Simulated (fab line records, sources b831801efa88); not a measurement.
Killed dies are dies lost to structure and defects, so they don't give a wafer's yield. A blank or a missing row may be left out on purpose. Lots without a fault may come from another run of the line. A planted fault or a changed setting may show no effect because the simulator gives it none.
Which tool did it? | flow gf180mcu | 11 lots, 33 wafers sampled, at 7 steps of a route of 602

WHAT THE GAUGES READ, wafer by wafer
GF_V1_CD_MEAS_14: target cd 260 nm.
lot  | measured     | on        | cd_nm (nm)
L183 | day 18 01:46 | cd_sem-01 | 258.4 258.6 259.6
L186 | day 19 10:39 | cd_sem-02 | 259.7 261.9 262.3
L189 | day 20 14:46 | cd_sem-01 | 259.1 259.1 260.4
L191 | day 21 08:38 | cd_sem-02 | 261.4 260.3 261.6
L198 | day 23 18:53 | cd_sem-02 | 259.4 260.3 260.1
L200 | day 24 06:58 | cd_sem-02 | 260.1 259.3 259.9
L201 | day 24 12:51 | cd_sem-01 | 261.9 259.6 260.6
L202 | day 24 21:04 | cd_sem-01 | 260.1 260.3 260.5
L203 | day 25 13:08 | cd_sem-01 | 259.8 260.5 260.6
L204 | day 25 13:22 | cd_sem-01 | 259.7 259.5 258.5
L205 | day 25 20:37 | cd_sem-01 | 259.6 259.0 260.0

GF_V1_RS_MEAS_24: measures by four-point-probe.
lot  | measured     | on            | V1_W_RS (ohm/sq)
L183 | day 18 02:50 | film_metro-02 | 0.323 0.324 0.324
L186 | day 19 11:41 | film_metro-02 | 0.332 0.329 0.331
L189 | day 20 15:49 | film_metro-02 | 0.325 0.549 0.537
L191 | day 21 09:40 | film_metro-03 | 0.541 0.539 0.322
L198 | day 23 19:56 | film_metro-03 | 0.322 0.329 0.324
L200 | day 24 07:59 | film_metro-04 | 0.329 0.331 0.331
L201 | day 24 13:55 | film_metro-03 | 0.321 0.328 0.326
L202 | day 24 22:05 | film_metro-03 | 0.325 0.324 0.325
L203 | day 25 14:12 | film_metro-03 | 0.321 0.326 0.326
L204 | day 25 14:26 | film_metro-02 | 0.328 0.331 0.328
L205 | day 25 21:41 | film_metro-02 | 0.324 0.325 0.322

GF_V1_THK_MEAS_25: measures by xrf.
lot  | measured     | on            | V1_W_THK (nm)
L183 | day 18 02:56 | film_metro-02 | 354 355 355
L186 | day 19 11:48 | film_metro-02 | 348 352 351
L189 | day 20 15:56 | film_metro-02 | 363 213 219
L191 | day 21 09:46 | film_metro-03 | 218 219 368
L198 | day 23 20:02 | film_metro-03 | 362 353 360
L200 | day 24 08:07 | film_metro-04 | 356 352 354
L201 | day 24 14:01 | film_metro-03 | 369 358 359
L202 | day 24 22:13 | film_metro-03 | 363 364 361
L203 | day 25 14:19 | film_metro-03 | 365 360 355
L204 | day 25 14:33 | film_metro-02 | 359 355 357
L205 | day 25 21:48 | film_metro-02 | 360 358 362

GF_M2_RS_MEAS_05: measures by four-point-probe.
lot  | measured     | on            | M2_ALCU_RS (ohm/sq)
L183 | day 18 03:37 | film_metro-04 | 0.0685 0.0687 0.0690
L186 | day 19 12:23 | film_metro-01 | 0.0712 0.0698 0.0705
L189 | day 20 16:31 | film_metro-03 | 0.0693 0.0692 0.0695
L191 | day 21 10:22 | film_metro-04 | 0.0705 0.0696 0.0700
L198 | day 23 20:38 | film_metro-01 | 0.0683 0.0697 0.0695
L200 | day 24 08:41 | film_metro-03 | 0.0691 0.0688 0.0697
L201 | day 24 14:37 | film_metro-04 | 0.0694 0.0691 0.0695
L202 | day 24 22:47 | film_metro-04 | 0.0696 0.0695 0.0698
L203 | day 25 14:55 | film_metro-01 | 0.0685 0.0686 0.0680
L204 | day 25 15:08 | film_metro-01 | 0.0685 0.0683 0.0687
L205 | day 26 00:46 | film_metro-01 | 0.0681 0.0691 0.0692

WHICH TOOL RAN EACH LOT (tool, then ch and the chambers of the sampled wafers, then the start)
lot  | GF_CONTACT_CMP_27             | GF_V1_CVD_23                  | GF_V1_CMP_26
L183 | cmp-02 ch 0,1,2, day 16 02:58 | cvd_w-02 ch 0,1, day 18 02:42 | cmp-02 ch 0,1,2, day 18 03:14
L186 | cmp-01 ch 1,2, day 17 08:56   | cvd_w-01 ch 0,1, day 19 11:34 | cmp-01 ch 1,2,3, day 19 11:52
L189 | cmp-01 ch 0,1,3, day 18 12:17 | cvd_w-02 ch 0,1, day 20 15:43 | cmp-02 ch 0,1,2, day 20 16:00
L191 | cmp-02 ch 2,3, day 19 05:38   | cvd_w-02 ch 0,1, day 21 09:32 | cmp-01 ch 0,2,3, day 21 09:51
L198 | cmp-02 ch 1,2,3, day 21 17:50 | cvd_w-02 ch 0,1, day 23 19:49 | cmp-01 ch 0,1,2, day 23 20:05
L200 | cmp-01 ch 0,1,3, day 22 07:32 | cvd_w-02 ch 0,1, day 24 07:52 | cmp-02 ch 1,2,3, day 24 08:13
L201 | cmp-02 ch 0,3, day 22 13:27   | cvd_w-02 ch 0,1, day 24 13:47 | cmp-01 ch 0,3, day 24 14:03
L202 | cmp-01 ch 2,3, day 22 22:35   | cvd_w-02 ch 0,1, day 24 21:59 | cmp-02 ch 2,3, day 24 22:16
L203 | cmp-01 ch 0,1,3, day 23 14:32 | cvd_w-02 ch 1, day 25 14:04   | cmp-01 ch 1,3, day 25 14:25
L204 | cmp-01 ch 0,1, day 23 14:47   | cvd_w-01 ch 0,1, day 25 14:18 | cmp-02 ch 0,1,2, day 25 14:39
L205 | cmp-01 ch 1,2, day 23 23:02   | cvd_w-02 ch 0,1, day 25 21:33 | cmp-02 ch 1,3, day 26 00:16
- GF_CONTACT_CMP_27: polishes, stops on SiO2, t overpolish 15 s, target thk 0 nm.
- GF_V1_CVD_23: deposits W, target thk 350 nm, time 105.05 s.
- GF_V1_CMP_26: polishes, stops on SiO2, t overpolish 15 s, target thk 0 nm.

WHAT THE TOOLS THEMSELVES READ (means of the sampled wafers that have a number; where no wafer has one, the mark that the record gives instead)
GF_CONTACT_CMP_27.
lot  | tool   | motor_current_A (A) | overpolish_run_s (s) | slurry_flow_ml_min | time_to_endpoint_s (s)
L183 | cmp-02 | 11.3                | 15.001               | 149.8              | 72
L186 | cmp-01 | 11.7                | 14.997               | 150.0              | 66
L189 | cmp-01 | 10.2                | 15.003               | 149.6              | 73
L191 | cmp-02 | 11.3                | 14.993               | 150.0              | 70
L198 | cmp-02 | 11.3                | 14.999               | 150.3              | 67
L200 | cmp-01 | 10.2                | 14.997               | 150.4              | 74
L201 | cmp-02 | 10.7                | 14.997               | 149.7              | 64
L202 | cmp-01 | 11.9                | 14.994               | 149.8              | 72
L203 | cmp-01 | 9.9                 | 15.003               | 150.3              | 70
L204 | cmp-01 | 10.8                | 15.002               | 149.8              | 74
L205 | cmp-01 | 10.8                | 15.004               | 150.0              | 76

GF_V1_CVD_23.
lot  | tool     | chamber_pressure_Torr (Torr) | heater_power_w (W)
L183 | cvd_w-02 | 40.15                        | 939
L186 | cvd_w-01 | 40.04                        | 918
L189 | cvd_w-02 | 40.01                        | 863
L191 | cvd_w-02 | 39.92                        | 852
L198 | cvd_w-02 | 39.99                        | 930
L200 | cvd_w-02 | 40.04                        | 936
L201 | cvd_w-02 | 40.10                        | 872
L202 | cvd_w-02 | 40.07                        | 953
L203 | cvd_w-02 | 39.98                        | 780
L204 | cvd_w-01 | 40.01                        | 878
L205 | cvd_w-02 | 40.00                        | 857

GF_V1_CMP_26.
lot  | tool   | motor_current_A (A) | slurry_flow_ml_min | time_to_endpoint_s (s)
L183 | cmp-02 | 11.6                | 149.9              | 88
L186 | cmp-01 | 10.9                | 150.1              | 82
L189 | cmp-02 | 11.3                | 149.7              | 59
L191 | cmp-01 | 11.0                | 149.5              | 61
L198 | cmp-01 | 11.2                | 150.5              | 85
L200 | cmp-02 | 11.2                | 150.2              | 80
L201 | cmp-01 | 10.5                | 149.7              | 89
L202 | cmp-02 | 11.2                | 149.8              | 87
L203 | cmp-01 | 10.0                | 149.5              | 84
L204 | cmp-02 | 11.3                | 150.6              | 83
L205 | cmp-02 | 10.7                | 149.8              | 86

THE ANSWER, worked out from the rows above alone
Rule: what is usual is taken from the lots themselves. Put in order of their means at a reading, lots are off if they are a third of the lots or fewer, leave a main group of 4 or more, and stand apart from it by a gap of 3 or more times the standard deviation of the main group's means; of several such gaps the widest counts. A main group whose means are all the same, to the digits that the tables above print for the reading, isn't used. A lot without any number at a reading at which 4 lots or more have one is off too. The other lots that the step has rows for count as sound. The gauges are gone through in route order, then the tools' own readings, and for those a lot's mean is taken as printed above. The first step at which some lot is off is used, and at that step the reading that is off furthest; a lot without a number counts as furthest.
Off: L189, L191, at GF_V1_RS_MEAS_24 (V1_W_RS). The main group: mean 0.326 ohm/sq, standard deviation 0.0027.
A tool fits if, at a process step before that reading, it ran every lot that is off, and no sound lot after the first of them. The gauges at GF_V1_RS_MEAS_24 aren't tried: what is off there is off at GF_V1_CMP_26 too, on other tools, and a gauge's error can't cause that. None of those tried fits.

WHAT THE SIMULATOR HAD PUT IN
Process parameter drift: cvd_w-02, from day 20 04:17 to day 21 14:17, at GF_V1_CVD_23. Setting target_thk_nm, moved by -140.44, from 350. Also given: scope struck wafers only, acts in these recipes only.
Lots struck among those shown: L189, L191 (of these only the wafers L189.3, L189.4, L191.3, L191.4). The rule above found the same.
